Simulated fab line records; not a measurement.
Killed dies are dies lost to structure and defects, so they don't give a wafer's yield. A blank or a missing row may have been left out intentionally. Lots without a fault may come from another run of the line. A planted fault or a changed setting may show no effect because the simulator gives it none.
Chamber matching    flow gf180mcu    GF_SAB_CVD_00 on pecvd-01: 3 sister chambers
The step deposits SiO2 from TEOS, target thk 50 nm, time 4.9302 s. 14 wafers are shown with their chamber, then 7 later ones without.

== EACH WAFER AND ITS CHAMBER ==
wafer   chamber  heaterPowerW (W)
L286.2  2        628
L286.3  1        599
L286.5  0        772
L288.3  0        793
L288.5  1        609
L288.6  0        807
L293.3  0        840
L293.4  1        520
L293.5  2        591
L298.1  1        552
L298.3  0        813
L298.4  0        835
L304.1  1        568
L304.5  1        568

SIGNATURES (averages over the wafers above)
reading       chamber 0  chamber 1  chamber 2  scatter within a chamber
heaterPowerW  810.00     569.33     609.50     28.8
Rule: for a wafer and a chamber, the distance is found by dividing, reading by reading, the gap between the wafer's reading and the chamber's mean by the reading's scatter, squaring, summing and taking the root. The wafer belongs to the nearest chamber; if the next one is less than 2 further off, it can't be placed. The scatter is the square root of a quotient: the sum, over the shown wafers, of each reading's squared deviation from its chamber's mean, divided by wafers minus chambers.

== WAFERS WITH NO CHAMBER GIVEN ==
wafer   heaterPowerW (W)
L304.6  660
L305.1  589
L305.3  727
L305.5  581
L306.1  826
L306.4  547
L306.5  836

== THE CHAMBER EACH PASSED THROUGH ==
wafer   from the rows above      in truth
L304.6  can't be placed: 2 or 1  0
L305.1  can't be placed: 1 or 2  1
L305.3  can't be placed: 0 or 2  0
L305.5  can't be placed: 1 or 2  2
L306.1  0                        0
L306.4  can't be placed: 1 or 2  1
L306.5  0                        0
Correctly placed: 2 of 7. Not placeable from these rows: 5 (in 4, the candidates include the true chamber). Wrongly placed: 0.
